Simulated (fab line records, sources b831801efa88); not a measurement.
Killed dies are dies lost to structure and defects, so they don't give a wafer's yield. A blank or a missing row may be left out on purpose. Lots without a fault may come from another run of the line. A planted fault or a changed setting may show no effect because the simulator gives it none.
fab line records | flow gf180mcu
record lots=5 wafers=15 last_day=33
route steps=602 shown M3@413 V3@429
lots that met no fault: from a run of the same line without faults
start_h: hours from the record's first day to the start of the lot's first wafer shown | wait_h: hours since the lot's step before | " the same as in the row above | L1.1+2: a row that stands for several wafers | - no value, or no start given | * or withheld: withheld | < > ~ a bound
route shown NAME@n: a module of which the file shows steps, and the number in the route of the first | usual: mean/standard deviation of fault-free wafers | same: alike in all rows | chamber/n: place in a boat | sites: the reading at each site | _std_site: their standard deviation | _edge_site: outer sites' mean less inner sites' | radius_mm: how far each site lies from the wafer's centre | mask NAME#n: copy n | behind: the tool/chamber that last shaped the wafer | hold: why the lot was held/for how many hours/how that ended | device: the transistor (n, p or np) that didn't switch | end of line: the same wafers' tests at the end of the route | a step without rows: its recipe alone | killed: dies lost to structure and defects at the first sort, not the wafer's yield | map: a wafer's dies, x killed, . not, _ none there
set.NAME: the setting as run; set.NAME@STEP: as run at that earlier step | model.NAME: the simulator's own value behind a step, which no gauge read
lots at some steps of the route; a table a step, a row a wafer
services: from which hour (start_h, from the record's first day; less than 0 if before it) a tool's chamber was out of use, for how many hours, and why
## steps
# step GF_M3_SPUTTER_04
# recipe material=TiN target_thk_nm=50 power_w=6500 time_s=41.7 chamber_pressure_pa=0.4
# usual throttle_valve_pct=29.6/1.2
# columns lot.wafer tool chamber start_h wait_h throttle_valve_pct
L077.1 pvd_sputter-02 - 493.60 0.0 28.3
L077.3 " - " " 28.8
L077.5 " - " " 28.4
L078.4 pvd_sputter-01 - 503.42 0.0 31.0
L078.5 " - " " 32.0
L078.6 " - " " 30.9
L081.2 pvd_sputter-03 - 526.73 0.0 31.0
L081.5 " - " " 28.4
L081.6 " - " " 29.1
L086.2 pvd_sputter-02 - 569.94 0.0 30.2
L086.3 " - " " 28.6
L086.4 " - " " 30.1
L093.2 pvd_sputter-03 - 620.06 0.0 29.0
L093.3 " - " " 28.4
L093.5 " - " " 30.9
# step GF_M3_RS_MEAS_05
# recipe thk_meas_gauge=four-point-probe reads=TiN_of_M3_SPUTTER_04+Ti_of_M3_SPUTTER_03+AlCu_of_M3_SPUTTER_02+TiN_of_M3_SPUTTER_01+Ti_of_M3_SPUTTER_00
# usual M3_ALCU_RS=0.0697/0.00092
# columns lot.wafer tool chamber start_h wait_h M3_ALCU_RS[ohm/sq]
L077.1 film_metro-04 - 493.64 0.0 0.0674
L077.3 " - " " 0.0671
L077.5 " - " " 0.0677
L078.4 film_metro-04 - 503.52 0.1 0.0693
L078.5 " - " " 0.0687
L078.6 " - " " 0.0686
L081.2 film_metro-03 - 526.79 0.0 0.0708
L081.5 " - " " 0.0703
L081.6 " - " " 0.0707
L086.2 film_metro-02 - 570.00 0.0 0.0684
L086.3 " - " " 0.0683
L086.4 " - " " 0.0711
L093.2 film_metro-02 - 620.12 0.0 0.0706
L093.3 " - " " 0.0691
L093.5 " - " " 0.0712
# step GF_M3_THK_MEAS_06
# recipe thk_meas_gauge=xrf reads=AlCu_of_M3_SPUTTER_02
# usual M3_ALCU_THK=449/5.9
# columns lot.wafer tool chamber start_h wait_h M3_ALCU_THK[nm]
L077.1 film_metro-04 - 493.76 0.1 462
L077.3 " - " " 463
L077.5 " - " " 460
L078.4 film_metro-04 - 503.61 0.1 448
L078.5 " - " " 453
L078.6 " - " " 455
L081.2 film_metro-03 - 526.90 0.1 444
L081.5 " - " " 447
L081.6 " - " " 445
L086.2 film_metro-02 - 570.11 0.1 455
L086.3 " - " " 456
L086.4 " - " " 437
L093.2 film_metro-02 - 620.23 0.1 445
L093.3 " - " " 454
L093.5 " - " " 442
# step GF_M3_DEHYDRATE_07
# recipe temp_c=200 time_s=60
# columns lot.wafer tool chamber start_h wait_h
L077.1+3+5 litho_track-03 0 504.59 10.8
L078.4+5+6 litho_track-04 0 514.64 11.0
L081.2+5+6 litho_track-04 0 537.79 10.9
L086.2+3+4 litho_track-04 0 580.09 10.0
L093.2+3+5 litho_track-04 0 629.59 9.4
# step GF_M3_HMDS_08
# recipe prime_time_s=60 prime_temp_c=120
# columns lot.wafer tool chamber start_h wait_h
L077.1+3+5 litho_track-03 0 504.74 0.1
L078.4+5+6 litho_track-04 0 514.79 0.1
L081.2+5+6 litho_track-04 0 537.94 0.1
L086.2+3+4 litho_track-04 0 580.24 0.1
L093.2+3+5 litho_track-04 0 629.74 0.1
# step GF_M3_COAT_09
# recipe resist=KrF spin_rpm=withheld resist_thk_nm=1000
# columns lot.wafer tool chamber start_h wait_h
L077.1+3+5 litho_track-03 0 504.89 0.1
L078.4+5+6 litho_track-04 0 514.94 0.1
L081.2+5+6 litho_track-04 0 538.09 0.1
L086.2+3+4 litho_track-04 0 580.39 0.1
L093.2+3+5 litho_track-04 0 629.89 0.1
# step GF_M3_SOFTBAKE_10
# recipe temp_c=130 time_s=60 resist=KrF
# columns lot.wafer tool chamber start_h wait_h
L077.1+3+5 litho_track-03 0 505.04 0.1
L078.4+5+6 litho_track-04 0 515.09 0.1
L081.2+5+6 litho_track-04 0 538.24 0.1
L086.2+3+4 litho_track-04 0 580.54 0.1
L093.2+3+5 litho_track-04 0 630.04 0.1
# step GF_M3_EXPOSE_11
# recipe mask_id=Metal3 target_cd_nm=280 na=0.68 source_shape=conventional sigma_outer=0.6 dose_mj=28
# columns lot.wafer tool chamber start_h wait_h mask
L077.1+3+5 krf_scanner-01 0 - - Metal3#0
L078.4+5+6 krf_scanner-02 0 - - Metal3#0
L081.2+5+6 krf_scanner-02 0 - - Metal3#0
L086.2+3+4 krf_scanner-01 0 - - Metal3#0
L093.2+3+5 krf_scanner-02 0 - - Metal3#0
# step GF_M3_PEB_12
# recipe peb_temp_c=135 peb_time_s=90 resist=KrF
# columns lot.wafer tool chamber start_h wait_h
L077.1+3+5 litho_track-03 0 - -
L078.4+5+6 litho_track-04 0 - -
L081.2+5+6 litho_track-01 0 - -
L086.2+3+4 litho_track-04 0 - -
L093.2+3+5 litho_track-04 0 - -
# step GF_M3_DEVELOP_13
# recipe develop_time_s=60 dev_temp_c=21
# same develop_time_s=60
# columns lot.wafer tool chamber start_h wait_h
L077.1+3+5 litho_track-03 0 516.74 0.2
L078.4+5+6 litho_track-04 0 526.34 0.1
L081.2+5+6 litho_track-01 0 548.89 0.2
L086.2+3+4 litho_track-04 0 590.89 0.2
L093.2+3+5 litho_track-04 0 639.69 0.2
# step GF_M3_CD_MEAS_14
# recipe target_cd_nm=280
# usual cd_nm=280.0/1
# columns lot.wafer tool chamber start_h wait_h cd_nm
L077.1 cd_sem-02 - 516.89 0.1 278.8
L077.3 " - " " 281.4
L077.5 " - " " 279.9
L078.4 cd_sem-01 - 526.48 0.1 279.8
L078.5 " - " " 280.9
L078.6 " - " " 279.9
L081.2 cd_sem-02 - 549.03 0.1 279.8
L081.5 " - " " 279.9
L081.6 " - " " 279.5
L086.2 cd_sem-02 - 591.10 0.2 280.1
L086.3 " - " " 281.5
L086.4 " - " " 280.1
L093.2 cd_sem-02 - 639.84 0.1 279.6
L093.3 " - " " 278.3
L093.5 " - " " 279.4
# step GF_M3_OVL_MEAS_15
# usual M3_OVL=-4/5
# columns lot.wafer tool chamber start_h wait_h M3_OVL[nm]
L077.1 overlay-01 - 517.01 0.1 -3
L077.3 " - " " 1
L077.5 " - " " -6
L078.4 overlay-01 - 526.55 0.1 -2
L078.5 " - " " -5
L078.6 " - " " -4
L081.2 overlay-02 - 549.14 0.1 -4
L081.5 " - " " -7
L081.6 " - " " -1
L086.2 overlay-01 - 591.21 0.1 -10
L086.3 " - " " -8
L086.4 " - " " -10
L093.2 overlay-02 - 639.94 0.1 1
L093.3 " - " " 5
L093.5 " - " " -2
# step GF_M3_METAL_ETCH_16
# recipe chemistry=Cl2/BCl3 mask_material=KrF target_depth_nm=750.8 stop_on=SiO2 pressure_mtorr=8 icp_w=800 bias_w=140 Cl2_flow_sccm=80 bcl3_flow_sccm=40 time_s=125.1
# usual drypump_motor_current_A=5.32/0.18 oes_product_au=0.991/0.006 throttle_valve_pct=28.228/0.0098
# columns lot.wafer tool chamber start_h wait_h drypump_motor_current_A oes_product_au rf_hours_counter_h throttle_valve_pct
L077.1 rie_metal-03 1 517.05 0.0 5.54 0.992 10 28.219
L077.3 " 1 " " 5.55 0.997 - 28.235
L077.5 " 1 " " 5.53 0.990 - 28.217
L078.4 rie_metal-03 1 526.62 0.1 5.56 0.994 - 28.217
L078.5 " 1 " " 5.54 0.999 - 28.227
L078.6 " 0 " " 5.22 0.993 - 28.239
L081.2 rie_metal-04 0 549.17 0.0 5.48 0.987 3 28.233
L081.5 " 0 " " 5.46 0.982 - 28.221
L081.6 " 1 " " 5.06 0.978 - 28.226
L086.2 rie_metal-01 1 591.24 0.0 5.29 0.977 9 28.239
L086.3 " 0 " " 5.39 0.991 - 28.239
L086.4 " 1 " " 5.29 0.988 - 28.220
L093.2 rie_metal-04 1 639.97 0.0 5.02 0.997 4 28.219
L093.3 " 1 " " 5.04 0.996 - 28.213
L093.5 " 1 " " 5.01 0.991 - 28.222
# step GF_M3_STRIP_17
# recipe chemistry=O2/N2 power_w=1400 pressure_mtorr=1500 platen_temp_c=250 o2_flow_sccm=3000 n2_flow_sccm=300 overash_fraction=0.5
# usual drypump_motor_current_A=5.2/0.55 heater_power_w=315/31 o2_flow_sccm=3000/11 oes_product_au=0.536/0.0049 strip_time_to_endpoint_s=7.37/0.047
# columns lot.wafer tool chamber start_h wait_h drypump_motor_current_A heater_power_w o2_flow_sccm oes_product_au rf_hours_counter_h strip_time_to_endpoint_s
L077.1 plasma_asher-03 1 517.18 0.1 6.1 335 2995 0.534 39 7.31
L077.3 " 1 " " 6.1 331 2981 0.539 - 7.31
L077.5 " 1 " " 6.1 329 3004 0.532 - 7.26
L078.4 plasma_asher-03 1 526.74 0.1 6.1 329 3000 0.530 - 7.31
L078.5 " 0 " " 4.7 336 3000 0.534 - 7.28
L078.6 " 1 " " 6.1 333 3016 0.541 - 7.40
L081.2 plasma_asher-04 0 549.30 0.1 4.8 275 3006 0.526 75 7.38
L081.5 " 0 " " 4.8 276 3010 0.542 - 7.40
L081.6 " 1 " " 5.2 344 2988 0.547 - 7.39
L086.2 plasma_asher-04 0 591.37 0.1 4.7 277 3009 0.540 79 7.43
L086.3 " 0 " " 4.7 287 2995 0.544 - 7.39
L086.4 " 1 " " 5.3 369 3007 0.539 - 7.45
L093.2 plasma_asher-03 0 640.10 0.1 4.7 337 3002 0.534 52 7.35
L093.3 " 1 " " 6.1 339 3014 0.533 - 7.32
L093.5 " 1 " " 6.1 329 3018 0.532 - 7.35
# step GF_M3_STRIP_18
# recipe chemistry=post_etch_residue_remover time_s=1200 temp_c=72.5
# columns lot.wafer tool chamber start_h wait_h
L077.1+3+5 wet_bench-01 0 517.28 0.1
L078.4+5+6 wet_bench-01 2 526.80 0.0
L081.2+5+6 wet_bench-02 3 549.40 0.1
L086.2+3+4 wet_bench-03 1 591.47 0.1
L093.2+3+5 wet_bench-01 1 640.20 0.1
# step GF_M3_CLEAN_19
# recipe chemistry=DIW dry=n2_spin
# columns lot.wafer tool chamber start_h wait_h
L077.1+3+5 wet_bench-03 2 517.62 0.0
L078.4+5+6 wet_bench-03 1 527.14 0.0
L081.2+5+6 wet_bench-03 0 549.74 0.0
L086.2+3+4 wet_bench-01 3 591.84 0.0
L093.2+3+5 wet_bench-03 0 640.54 0.0
# step GF_V3_CVD_00
# recipe material=SiO2 target_thk_nm=600 sigma_open_frac=0.3 temp_c=400 time_s=100 sih4_flow_sccm=60 pressure_mtorr=6
# usual pressure_mtorr=6.000/0.012
# columns lot.wafer tool chamber start_h wait_h pressure_mtorr
L077.1 hdpcvd-01 2 517.80 0.0 5.985
L077.3 " 0 " " 5.999
L077.5 " 0 " " 6.003
L078.4 hdpcvd-01 0 527.27 0.0 5.991
L078.5 " 1 " " 5.997
L078.6 " 2 " " 5.984
L081.2 hdpcvd-01 1 549.83 0.0 6.001
L081.5 " 0 " " 5.974
L081.6 " 1 " " 6.001
L086.2 hdpcvd-01 0 591.93 0.0 5.989
L086.3 " 2 " " 6.000
L086.4 " 1 " " 6.009
L093.2 hdpcvd-01 1 640.64 0.0 6.013
L093.3 " 0 " " 5.995
L093.5 " 0 " " 5.980
# step GF_V3_THK_MEAS_01
# recipe reads=SiO2_of_V3_CVD_00
# usual V3_CVD_00_THK=601/7.2
# columns lot.wafer tool chamber start_h wait_h V3_CVD_00_THK[nm]
L077.1 film_metro-01 - 517.87 0.0 598
L077.3 " - " " 608
L077.5 " - " " 606
L078.4 film_metro-04 - 527.34 0.0 596
L078.5 " - " " 596
L078.6 " - " " 594
L081.2 film_metro-01 - 549.92 0.0 605
L081.5 " - " " 609
L081.6 " - " " 605
L086.2 film_metro-02 - 592.17 0.2 610
L086.3 " - " " 593
L086.4 " - " " 609
L093.2 film_metro-02 - 640.72 0.0 604
L093.3 " - " " 606
L093.5 " - " " 606
# step GF_V3_CVD_02
# recipe material=SiO2 target_thk_nm=850 precursor=TEOS temp_c=400 time_s=94.851 rf_w=600
# usual heater_power_w=648/130
# columns lot.wafer tool chamber start_h wait_h heater_power_w
L077.1 pecvd-03 1 517.93 0.1 631
L077.3 " 2 " " 698
L077.5 " 2 " " 542
L078.4 pecvd-04 2 527.40 0.1 718
L078.5 " 0 " " 777
L078.6 " 1 " " 389
L081.2 pecvd-02 0 549.97 0.0 833
L081.5 " 1 " " 811
L081.6 " 2 " " 446
L086.2 pecvd-02 2 592.22 0.0 555
L086.3 " 0 " " 891
L086.4 " 0 " " 704
L093.2 pecvd-04 0 640.77 0.0 734
L093.3 " 2 " " 668
L093.5 " 2 " " 720
# step GF_V3_THK_MEAS_03
# recipe reads=SiO2_of_V3_CVD_02
# usual V3_CVD_02_THK=852/10
# columns lot.wafer tool chamber start_h wait_h V3_CVD_02_THK[nm]
L077.1 film_metro-02 - 518.00 0.0 834
L077.3 " - " " 859
L077.5 " - " " 868
L078.4 film_metro-01 - 527.47 0.0 861
L078.5 " - " " 858
L078.6 " - " " 858
L081.2 film_metro-04 - 550.04 0.0 857
L081.5 " - " " 853
L081.6 " - " " 861
L086.2 film_metro-01 - 592.30 0.0 862
L086.3 " - " " 854
L086.4 " - " " 867
L093.2 film_metro-01 - 640.85 0.0 847
L093.3 " - " " 838
L093.5 " - " " 851
# step GF_V3_CMP_04
# recipe material=SiO2 down_force_psi=4 platen_rpm=60 pad_velocity_m_s=0.94248
# usual motor_current_A=12.0/0.75 time_to_endpoint_s=83/4.9
# columns lot.wafer tool chamber start_h wait_h motor_current_A time_to_endpoint_s
L077.3 cmp-02 1 518.06 0.0 11.2 94
L077.1 " 2 " " 10.9 83
L077.5 " 1 " " 11.9 91
L078.4 cmp-02 0 527.55 0.1 11.5 89
L078.5 " 3 " " 13.2 84
L078.6 " 0 " " 11.4 87
L081.2 cmp-01 3 550.24 0.2 12.1 83
L081.5 " 0 " " 11.9 86
L081.6 " 1 " " 12.3 88
L086.3 cmp-01 1 592.35 0.0 12.5 84
L086.4 " 3 " " 11.8 90
L086.2 " 0 " " 12.6 90
L093.2 cmp-02 1 641.00 0.1 11.8 79
L093.3 " 2 " " 11.0 77
L093.5 " 0 " " 11.0 79
# step GF_V3_BOW_MEAS_05
# recipe mode=bow
# usual V3_BOW=119/9.3
# columns lot.wafer tool chamber start_h wait_h V3_BOW[um]
L077.1 film_metro-02 - 518.36 0.2 136
L077.3 " - " " 137
L077.5 " - " " 143
L078.4 film_metro-02 - 527.86 0.3 111
L078.5 " - " " 119
L078.6 " - " " 124
L081.2 film_metro-02 - 550.41 0.1 123
L081.5 " - " " 129
L081.6 " - " " 120
L086.2 film_metro-01 - 592.67 0.1 114
L086.3 " - " " 93
L086.4 " - " " 115
L093.2 film_metro-04 - 641.22 0.2 130
L093.3 " - " " 121
L093.5 " - " " 120
# step GF_V3_DEHYDRATE_06
# recipe temp_c=200 time_s=60
# columns lot.wafer tool chamber start_h wait_h
L077.1+3+5 litho_track-02 0 529.40 11.0
L078.4+5+6 litho_track-01 0 539.14 11.3
L081.2+5+6 litho_track-03 0 560.77 10.3
L086.2+3+4 litho_track-03 0 602.47 9.8
L093.2+3+5 litho_track-03 0 650.81 9.6
# step GF_V3_HMDS_07
# recipe prime_time_s=60 prime_temp_c=120
# columns lot.wafer tool chamber start_h wait_h
L077.1+3+5 litho_track-02 0 529.55 0.1
L078.4+5+6 litho_track-01 0 539.29 0.1
L081.2+5+6 litho_track-03 0 560.92 0.1
L086.2+3+4 litho_track-03 0 602.62 0.1
L093.2+3+5 litho_track-03 0 650.96 0.1
# step GF_V3_COAT_08
# recipe resist=BARC temp_c=withheld time_s=withheld spin_rpm=withheld resist_thk_nm=withheld
# columns lot.wafer tool chamber start_h wait_h
L077.1+3+5 litho_track-02 0 529.70 0.1
L078.4+5+6 litho_track-01 0 539.44 0.1
L081.2+5+6 litho_track-03 0 561.07 0.1
L086.2+3+4 litho_track-03 0 602.77 0.1
L093.2+3+5 litho_track-03 0 651.11 0.1
# step GF_V3_COAT_09
# recipe resist=KrF spin_rpm=withheld resist_thk_nm=1000
# columns lot.wafer tool chamber start_h wait_h
L077.1+3+5 litho_track-02 0 - -
L078.4+5+6 litho_track-01 0 - -
L081.2+5+6 litho_track-03 0 - -
L086.2+3+4 litho_track-03 0 - -
L093.2+3+5 litho_track-03 0 - -
# step GF_V3_SOFTBAKE_10
# recipe temp_c=130 time_s=60 resist=KrF
# columns lot.wafer tool chamber start_h wait_h
L077.1+3+5 litho_track-02 0 - -
L078.4+5+6 litho_track-01 0 - -
L081.2+5+6 litho_track-03 0 - -
L086.2+3+4 litho_track-03 0 - -
L093.2+3+5 litho_track-03 0 - -
# step GF_V3_EXPOSE_11
# recipe mask_id=Via3 target_cd_nm=260 na=0.68 source_shape=conventional sigma_outer=0.6 dose_mj=38
# columns lot.wafer tool chamber start_h wait_h mask
L077.1+3+5 krf_scanner-01 0 - - Via3#0
L078.4+5+6 krf_scanner-02 0 - - Via3#0
L081.2+5+6 krf_scanner-02 0 - - Via3#0
L086.2+3+4 krf_scanner-02 0 - - Via3#0
L093.2+3+5 krf_scanner-02 0 - - Via3#0
# step GF_V3_PEB_12
# recipe peb_temp_c=135 peb_time_s=90 resist=KrF
# columns lot.wafer tool chamber start_h wait_h
L077.1+3+5 litho_track-02 0 - -
L078.4+5+6 litho_track-02 0 - -
L081.2+5+6 litho_track-02 0 - -
L086.2+3+4 litho_track-01 0 - -
L093.2+3+5 litho_track-01 0 - -
# step GF_V3_DEVELOP_13
# recipe develop_time_s=60 resist=KrF dev_temp_c=21
# same develop_time_s=60
# columns lot.wafer tool chamber start_h wait_h
L077.1+3+5 litho_track-02 0 540.95 0.2
L078.4+5+6 litho_track-02 0 550.57 0.1
L081.2+5+6 litho_track-02 0 572.07 0.2
L086.2+3+4 litho_track-01 0 613.29 0.2
L093.2+3+5 litho_track-01 0 660.34 0.2
# step GF_V3_CD_MEAS_14
# recipe target_cd_nm=260
# usual cd_nm=260.3/1.3
# columns lot.wafer tool chamber start_h wait_h cd_nm
L077.1 cd_sem-01 - 541.10 0.1 261.9
L077.3 " - " " 260.5
L077.5 " - " " 261.4
L078.4 cd_sem-02 - 550.71 0.1 261.7
L078.5 " - " " 261.6
L078.6 " - " " 261.6
L081.2 cd_sem-01 - 572.22 0.1 262.3
L081.5 " - " " 262.7
L081.6 " - " " 262.4
L086.2 cd_sem-02 - 613.43 0.1 259.1
L086.3 " - " " 261.3
L086.4 " - " " 260.6
L093.2 cd_sem-01 - 660.48 0.1 260.9
L093.3 " - " " 261.8
L093.5 " - " " 261.4
# step GF_V3_OVL_MEAS_15
# usual V3_OVL=-2/5.8
# columns lot.wafer tool chamber start_h wait_h V3_OVL[nm]
L077.1 overlay-02 - 541.22 0.1 0
L077.3 " - " " -10
L077.5 " - " " -10
L078.4 overlay-02 - 550.78 0.1 8
L078.5 " - " " 7
L078.6 " - " " 9
L081.2 overlay-02 - 572.32 0.1 -6
L081.5 " - " " -9
L081.6 " - " " -9
L086.2 overlay-01 - 613.54 0.1 -5
L086.3 " - " " 2
L086.4 " - " " -6
L093.2 overlay-01 - 660.59 0.1 -4
L093.3 " - " " -3
L093.5 " - " " -7
# step GF_V3_ETCH_16
# recipe chemistry=N2/H2 target_depth_a=withheld overetch_a=withheld time_s=withheld target=BARC ion_energy_ev=200 source_w=500 bias_w=100 pressure_mtorr=30 n2_flow_sccm=100 h2_flow_sccm=200
# usual drypump_motor_current_A=5.8/0.45 oes_product_au=0.855/0.0049 throttle_valve_pct=13.225/0.0092
# columns lot.wafer tool chamber start_h wait_h drypump_motor_current_A oes_product_au throttle_valve_pct
L077.1 rie_diel-01 0 541.25 0.0 6.6 0.857 13.220
L077.3 " 1 " " 6.5 0.858 13.226
L077.5 " 3 " " 6.3 0.858 13.225
L078.4 rie_diel-04 2 550.80 0.0 5.8 0.855 13.225
L078.5 " 2 " " 5.8 0.857 13.238
L078.6 " 3 " " 5.5 0.851 13.234
L081.2 rie_diel-04 3 572.35 0.0 5.5 0.853 13.241
L081.5 " 3 " " 5.5 0.858 13.226
L081.6 " 2 " " 5.8 0.855 13.225
L086.2 rie_diel-01 2 613.57 0.0 6.4 0.861 13.230
L086.3 " 1 " " 6.5 0.866 13.214
L086.4 " 0 " " 6.6 0.860 13.219
L093.2 rie_diel-02 3 660.62 0.0 5.9 0.857 13.225
L093.3 " 1 " " 5.8 0.856 13.225
L093.5 " 0 " " 5.5 0.859 13.236
# step GF_V3_ETCH_17
# recipe chemistry=C4F8/O2/Ar mask_material=KrF target=SiO2 stop_on=TiN source_w=1500 bias_w=1200 pressure_mtorr=40 c4f8_flow_sccm=withheld O2_flow_sccm=6 Ar_flow_sccm=300 time_s=withheld target_depth_a=6350
# usual oes_product_au=0.856/0.0045
# columns lot.wafer tool chamber start_h wait_h oes_product_au
L077.1 rie_diel-01 0 - - 0.856
L077.3 " 1 " " 0.865
L077.5 " 3 " " 0.861
L078.4 rie_diel-04 2 - - 0.865
L078.5 " 2 " " 0.862
L078.6 " 3 " " 0.857
L081.2 rie_diel-04 3 - - 0.856
L081.5 " 3 " " 0.855
L081.6 " 2 " " 0.862
L086.2 rie_diel-01 2 - - 0.852
L086.3 " 1 " " 0.855
L086.4 " 0 " " 0.855
L093.2 rie_diel-02 3 - - 0.857
L093.3 " 1 " " 0.858
L093.5 " 0 " " 0.861
# step GF_V3_STRIP_18
# recipe chemistry=O2/N2 power_w=1400 pressure_mtorr=1500 platen_temp_c=250 o2_flow_sccm=3000 n2_flow_sccm=300 overash_fraction=0.5
# usual drypump_motor_current_A=5.4/0.62 heater_power_w=333/28 o2_flow_sccm=2999/9.3 oes_product_au=0.592/0.0051
# columns lot.wafer tool chamber start_h wait_h drypump_motor_current_A heater_power_w o2_flow_sccm oes_product_au rf_hours_counter_h
L077.1 plasma_asher-03 0 541.38 - 4.7 332 2997 0.594 41
L077.3 " 1 " " 6.1 333 2997 0.588 -
L077.5 " 0 " " 4.7 328 3002 0.585 -
L078.4 plasma_asher-03 1 550.96 - 6.1 339 2995 0.591 -
L078.5 " 0 " " 4.7 329 2994 0.586 -
L078.6 " 1 " " 6.1 344 2998 0.591 -
L081.2 plasma_asher-03 1 572.48 - 6.1 339 2992 0.587 44
L081.5 " 0 " " 4.7 339 2979 0.595 -
L081.6 " 1 " " 6.1 334 3001 0.577 -
L086.2 plasma_asher-03 0 613.70 - 4.7 335 3006 0.585 49
L086.3 " 0 " " 4.7 346 2992 0.594 -
L086.4 " 1 " " 6.1 329 2990 0.586 -
L093.2 plasma_asher-03 1 660.75 - 6.1 332 2997 0.588 54
L093.3 " 1 " " 6.1 339 2992 0.588 -
L093.5 " 1 " " 6.1 338 2989 0.584 -
# step GF_V3_STRIP_19
# recipe chemistry=post_etch_residue_remover time_s=1200 temp_c=72.5
# columns lot.wafer tool chamber start_h wait_h
L077.1+3+5 wet_bench-01 2 541.48 0.1
L078.4+5+6 wet_bench-01 2 551.03 0.0
L081.2+5+6 wet_bench-04 2 572.58 0.1
L086.2+3+4 wet_bench-04 1 613.80 0.1
L093.2+3+5 wet_bench-03 0 660.85 0.1
# step GF_V3_CLEAN_20
# recipe chemistry=DIW dry=n2_spin
# columns lot.wafer tool chamber start_h wait_h
L077.1+3+5 wet_bench-03 0 541.85 0.0
L078.4+5+6 wet_bench-04 2 551.37 0.0
L081.2+5+6 wet_bench-01 2 572.92 0.0
L086.2+3+4 wet_bench-03 0 614.14 0.0
L093.2+3+5 wet_bench-01 3 661.25 0.0
# step GF_V3_SPUTTER_21
# recipe material=Ti target_thk_nm=15 chamber_pressure_pa=5 power_w=2500 substrate_temp_c=200 time_s=80.02
# usual throttle_valve_pct=30.3/1.1
# columns lot.wafer tool chamber start_h wait_h throttle_valve_pct
L077.1 pvd_sputter-04 - 541.95 0.0 30.2
L077.3 " - " " 28.6
L077.5 " - " " 30.3
L078.4 pvd_sputter-04 - 551.48 0.0 29.4
L078.5 " - " " 29.9
L078.6 " - " " 29.0
L081.2 pvd_sputter-01 - 573.02 0.0 31.1
L081.5 " - " " 31.0
L081.6 " - " " 32.2
L086.2 pvd_sputter-03 - 614.23 0.0 29.2
L086.3 " - " " 28.7
L086.4 " - " " 28.3
L093.2 pvd_sputter-03 - 661.35 0.0 28.3
L093.3 " - " " 30.9
L093.5 " - " " 28.4
# step GF_V3_SPUTTER_22
# recipe material=TiN target_thk_nm=10 chamber_pressure_pa=5 power_w=4000 time_s=40
# usual throttle_valve_pct=30.3/1
# columns lot.wafer tool chamber start_h wait_h throttle_valve_pct
L077.1 pvd_sputter-04 - 542.01 0.0 30.6
L077.3 " - " " 28.9
L077.5 " - " " 30.5
L078.4 pvd_sputter-04 - 551.54 0.0 29.5
L078.5 " - " " 29.5
L078.6 " - " " 29.1
L081.2 pvd_sputter-01 - 573.08 0.0 30.9
L081.5 " - " " 30.8
L081.6 " - " " 32.1
L086.2 pvd_sputter-03 - 614.29 0.0 29.1
L086.3 " - " " 28.2
L086.4 " - " " 28.2
L093.2 pvd_sputter-03 - 661.42 0.0 28.4
L093.3 " - " " 30.9
L093.5 " - " " 28.6
# step GF_V3_CVD_23
# recipe material=W target_thk_nm=350 time_s=104.9 temp_c=400 pressure_torr=40
# usual heater_power_w=737/53
# columns lot.wafer tool chamber start_h wait_h heater_power_w
L077.1 cvd_w-01 1 542.05 0.0 689
L077.3 " 1 " " 669
L077.5 " 0 " " 757
L078.4 cvd_w-01 1 551.62 0.1 677
L078.5 " 1 " " 667
L078.6 " 0 " " 785
L081.2 cvd_w-02 1 573.12 0.0 716
L081.5 " 1 " " 703
L081.6 " 0 " " 806
L086.2 cvd_w-02 0 614.33 0.0 825
L086.3 " 0 " " 808
L086.4 " 1 " " 720
L093.2 cvd_w-01 1 661.45 0.0 698
L093.3 " 1 " " 683
L093.5 " 1 " " 688
# step GF_V3_RS_MEAS_24
# recipe thk_meas_gauge=four-point-probe reads=W_of_V3_CVD_23+TiN_of_V3_SPUTTER_22+Ti_of_V3_SPUTTER_21
# usual V3_W_RS=0.328/0.0032
# columns lot.wafer tool chamber start_h wait_h V3_W_RS[ohm/sq]
L077.1 film_metro-04 - 542.16 0.1 0.326
L077.3 " - " " 0.327
L077.5 " - " " 0.330
L078.4 film_metro-02 - 551.75 0.1 0.321
L078.5 " - " " 0.322
L078.6 " - " " 0.328
L081.2 film_metro-01 - 573.25 0.1 0.326
L081.5 " - " " 0.327
L081.6 " - " " 0.333
L086.2 film_metro-02 - 614.46 0.1 0.338
L086.3 " - " " 0.332
L086.4 " - " " 0.328
L093.2 film_metro-02 - 661.59 0.1 0.329
L093.3 " - " " 0.331
L093.5 " - " " 0.328
# step GF_V3_THK_MEAS_25
# recipe thk_meas_gauge=xrf reads=W_of_V3_CVD_23
# usual V3_W_THK=357/4.6
# columns lot.wafer tool chamber start_h wait_h V3_W_THK[nm]
L077.1 film_metro-04 - 542.28 0.1 353
L077.3 " - " " 354
L077.5 " - " " 349
L078.4 film_metro-02 - 551.84 0.1 371
L078.5 " - " " 370
L078.6 " - " " 361
L081.2 film_metro-01 - 573.36 0.1 356
L081.5 " - " " 353
L081.6 " - " " 350
L086.2 film_metro-02 - 614.57 0.1 350
L086.3 " - " " 356
L086.4 " - " " 360
L093.2 film_metro-02 - 661.70 0.1 357
L093.3 " - " " 356
L093.5 " - " " 357
## services
# columns tool chamber start_h hours kind
krf_scanner-02 - 476.94 0.1 repair
rie_diel-04 - 477.57 2.9 repair
rie_diel-01 2 492.97 45.2 repair
krf_scanner-02 - 495.52 1.3 pm
pvd_sputter-03 - 498.31 9.0 repair
rie_diel-04 - 502.46 15.6 pm
krf_scanner-01 - 506.25 0.3 repair
krf_scanner-01 - 512.37 4.4 pm
rie_diel-01 0 520.09 5.5 repair
pvd_sputter-04 - 525.69 0.6 repair
krf_scanner-01 - 526.18 1.3 pm
krf_scanner-01 - 532.58 0.8 pm
hdpcvd-01 0 538.87 3.5 repair
pvd_sputter-03 - 543.99 0.9 repair
cmp-02 - 555.70 7.0 pm
pvd_sputter-04 - 564.66 2.9 repair
krf_scanner-02 - 569.27 0.8 pm
cmp-02 - 572.00 4.0 pm
krf_scanner-01 - 575.02 0.5 repair
krf_scanner-02 - 575.70 1.0 pm
pvd_sputter-03 - 582.79 2.5 repair
rie_diel-01 0 597.87 5.2 repair
rie_diel-01 - 634.90 6.3 repair
rie_diel-01 - 651.10 0.2 repair
## key
fault none
